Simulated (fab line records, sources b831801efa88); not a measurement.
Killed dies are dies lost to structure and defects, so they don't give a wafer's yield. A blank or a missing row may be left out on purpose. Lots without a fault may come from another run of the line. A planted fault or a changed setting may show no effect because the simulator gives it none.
Which tool did it? | flow gf180mcu | 24 lots, 72 wafers sampled, at 4 steps of a route of 602

WHAT THE GAUGES READ, wafer by wafer
GF_VT_IMPLANT_RS_MEAS_47: measures by four-point-probe.
lot  | measured     | on            | NWELL_RS (ohm/sq)
L074 | day 7 14:25  | film_metro-03 | 488.0 487.3 488.4
L075 | day 7 18:36  | film_metro-04 | 487.1 485.6 487.1
L076 | day 8 04:14  | film_metro-03 | 488.7 488.1 489.3
L077 | day 8 09:28  | film_metro-01 | 487.7 486.9 488.7
L078 | day 8 17:37  | film_metro-04 | 487.7 488.3 487.3
L079 | day 9 00:43  | film_metro-04 | 483.8 484.2 485.9
L080 | day 9 03:08  | film_metro-01 | 488.6 486.8 489.6
L081 | day 9 13:47  | film_metro-03 | 487.2 486.6 488.5
L082 | day 9 20:04  | film_metro-04 | 487.4 486.0 487.0
L083 | day 10 00:47 | film_metro-04 | 488.8 488.4 487.9
L084 | day 10 12:10 | film_metro-01 | 489.4 489.9 489.4
L085 | day 10 16:53 | film_metro-03 | 488.9 487.5 486.7
L086 | day 10 23:43 | film_metro-04 | 487.3 487.3 487.1
L087 | day 11 03:28 | film_metro-01 | 488.4 488.1 488.5
L088 | day 11 12:19 | film_metro-01 | 486.7 487.2 487.0
L089 | day 11 20:41 | film_metro-01 | 488.1 488.8 489.4
L090 | day 12 01:22 | film_metro-01 | 485.7 486.8 485.6
L091 | day 12 07:21 | film_metro-01 | 486.9 486.9 486.7
L092 | day 12 14:52 | film_metro-04 | 486.7 487.5 487.9
L093 | day 12 21:08 | film_metro-04 | 487.3 487.7 486.9
L094 | day 13 06:05 | film_metro-01 | 488.5 489.0 487.8
L095 | day 13 10:17 | film_metro-04 | 486.9 486.9 488.2
L096 | day 13 17:05 | film_metro-04 | 488.4 488.4 489.3
L097 | day 14 07:30 | film_metro-01 | 488.1 488.6 488.0

GF_M1_CD_MEAS_14: target cd 230 nm.
lot  | measured     | on        | cd_nm (nm)
L074 | day 17 00:43 | cd_sem-02 | 229.8 231.3 229.9
L075 | day 17 08:22 | cd_sem-02 | 232.4 231.0 232.0
L076 | day 17 23:40 | cd_sem-01 | 231.6 232.9 232.7
L077 | day 18 04:37 | cd_sem-01 | 227.9 227.3 228.3
L078 | day 18 14:55 | cd_sem-02 | 230.2 229.9 229.8
L079 | day 19 01:57 | cd_sem-02 | 227.9 227.5 228.6
L080 | day 19 03:58 | cd_sem-01 | 229.2 228.9 229.8
L081 | day 19 23:29 | cd_sem-02 | 230.8 230.6 231.0
L082 | day 20 01:39 | cd_sem-01 | 230.6 231.5 229.5
L083 | day 20 09:20 | cd_sem-01 | 228.9 229.5 230.4
L084 | day 21 00:13 | cd_sem-01 | 227.0 227.2 228.5
L085 | day 21 09:49 | cd_sem-02 | 229.1 229.9 229.4
L086 | day 21 15:26 | cd_sem-02 | 227.6 227.9 228.1
L087 | day 21 18:50 | cd_sem-01 | 229.2 230.5 230.3
L088 | day 22 08:38 | cd_sem-02 | 231.4 231.8 230.2
L089 | day 22 16:37 | cd_sem-01 | 229.8 231.5 231.6
L090 | day 23 02:04 | cd_sem-01 | 229.0 229.3 229.4
L091 | day 23 07:52 | cd_sem-01 | 227.9 230.7 227.0
L092 | day 23 15:08 | cd_sem-02 | 229.6 229.8 228.8
L093 | day 23 22:43 | cd_sem-02 | 232.0 230.7 230.7
L094 | day 24 10:03 | cd_sem-02 | 231.4 232.8 232.1
L095 | day 24 12:34 | cd_sem-01 | 228.9 229.4 230.0
L096 | day 24 20:10 | cd_sem-02 | 232.5 231.3 231.5
L097 | day 25 13:05 | cd_sem-02 | 232.2 231.8 230.8

GF_V1_BOW_MEAS_05.
lot  | measured     | on            | V1_BOW (um)
L074 | day 17 02:05 | film_metro-01 | 94 98 86
L075 | day 17 09:48 | film_metro-02 | 84 81 75
L076 | day 18 01:05 | film_metro-02 | 86 75 86
L077 | day 18 06:01 | film_metro-01 | 79 73 81
L078 | day 18 16:18 | film_metro-03 | 77 74 74
L079 | day 19 03:22 | film_metro-01 | 78 78 87
L080 | day 19 05:22 | film_metro-03 | 76 66 59
L081 | day 20 00:52 | film_metro-03 | 93 78 80
L082 | day 20 03:08 | film_metro-02 | 90 72 84
L083 | day 20 10:52 | film_metro-02 | 76 59 93
L084 | day 21 01:49 | film_metro-02 | 89 74 86
L085 | day 21 11:38 | film_metro-03 | 79 81 80
L086 | day 21 16:55 | film_metro-03 | 85 79 80
L087 | day 21 20:43 | film_metro-01 | 83 78 87
L088 | day 22 10:07 | film_metro-03 | 81 79 91
L089 | day 22 18:00 | film_metro-02 | 82 76 80
L090 | day 23 03:26 | film_metro-03 | 88 87 89
L091 | day 23 09:15 | film_metro-02 | 73 69 78
L092 | day 23 16:31 | film_metro-03 | 71 65 80
L093 | day 24 00:16 | film_metro-01 | 76 91 78
L094 | day 24 11:26 | film_metro-01 | 92 80 76
L095 | day 24 14:05 | film_metro-02 | 74 68 84
L096 | day 24 21:35 | film_metro-03 | 86 84 78
L097 | day 25 14:30 | film_metro-03 | 88 90 91

GF_V1_THK_MEAS_25: measures by xrf.
lot  | measured     | on            | V1_W_THK (nm)
L074 | day 18 02:46 | film_metro-02 | 349 355 357
L075 | day 18 10:38 | film_metro-02 | 361 360 362
L076 | day 19 02:20 | film_metro-03 | 361 357 364
L077 | day 19 07:26 | film_metro-02 | 365 368 361
L078 | day 19 18:01 | film_metro-03 | 363 360 361
L079 | day 20 05:07 | film_metro-02 | 347 356 344
L080 | day 20 07:37 | film_metro-02 | 354 356 361
L081 | day 21 02:04 | film_metro-01 | 360 358 367
L082 | day 21 04:18 | film_metro-02 | 361 359 361
L083 | day 21 11:56 | film_metro-02 | 359 360 356
L084 | day 22 02:52 | film_metro-02 | 363 361 361
L085 | day 22 11:39 | film_metro-02 | 360 359 362
L086 | day 22 17:25 | film_metro-02 | 365 365 361
L087 | day 22 20:45 | film_metro-03 | 361 357 359
L088 | day 23 10:16 | film_metro-01 | 357 356 351
L089 | day 23 17:42 | film_metro-03 | 362 358 355
L090 | day 24 03:05 | film_metro-02 | 361 363 363
L091 | day 24 08:55 | film_metro-01 | 358 359 362
L092 | day 24 16:12 | film_metro-03 | 355 358 354
L093 | day 24 22:51 | film_metro-03 | 361 364 362
L094 | day 25 10:08 | film_metro-03 | 354 355 355
L095 | day 25 12:37 | film_metro-02 | 357 354 352
L096 | day 25 20:20 | film_metro-02 | 349 352 350
L097 | day 26 12:48 | film_metro-03 | 362 363 370

WHICH TOOL RAN EACH LOT (tool, then ch and the chambers of the sampled wafers, then the start)
The record holds no process step before these readings.

WHAT THE TOOLS THEMSELVES READ (means of the sampled wafers that have a number; where no wafer has one, the mark that the record gives instead)
The record holds no such reading with a usual standard deviation.

THE ANSWER, worked out from the rows above alone
Rule: what is usual is taken from the lots themselves. Put in order of their means at a reading, lots are off if they are a third of the lots or fewer, leave a main group of 4 or more, and stand apart from it by a gap of 3 or more times the standard deviation of the main group's means; of several such gaps the widest counts. A main group whose means are all the same, to the digits that the tables above print for the reading, isn't used. A lot without any number at a reading at which 4 lots or more have one is off too. The other lots that the step has rows for count as sound. The gauges are gone through in route order, then the tools' own readings, and for those a lot's mean is taken as printed above. The first step at which some lot is off is used, and at that step the reading that is off furthest; a lot without a number counts as furthest.
No lot is off at any reading shown: from this, nothing can be told.

WHAT THE SIMULATOR HAD PUT IN
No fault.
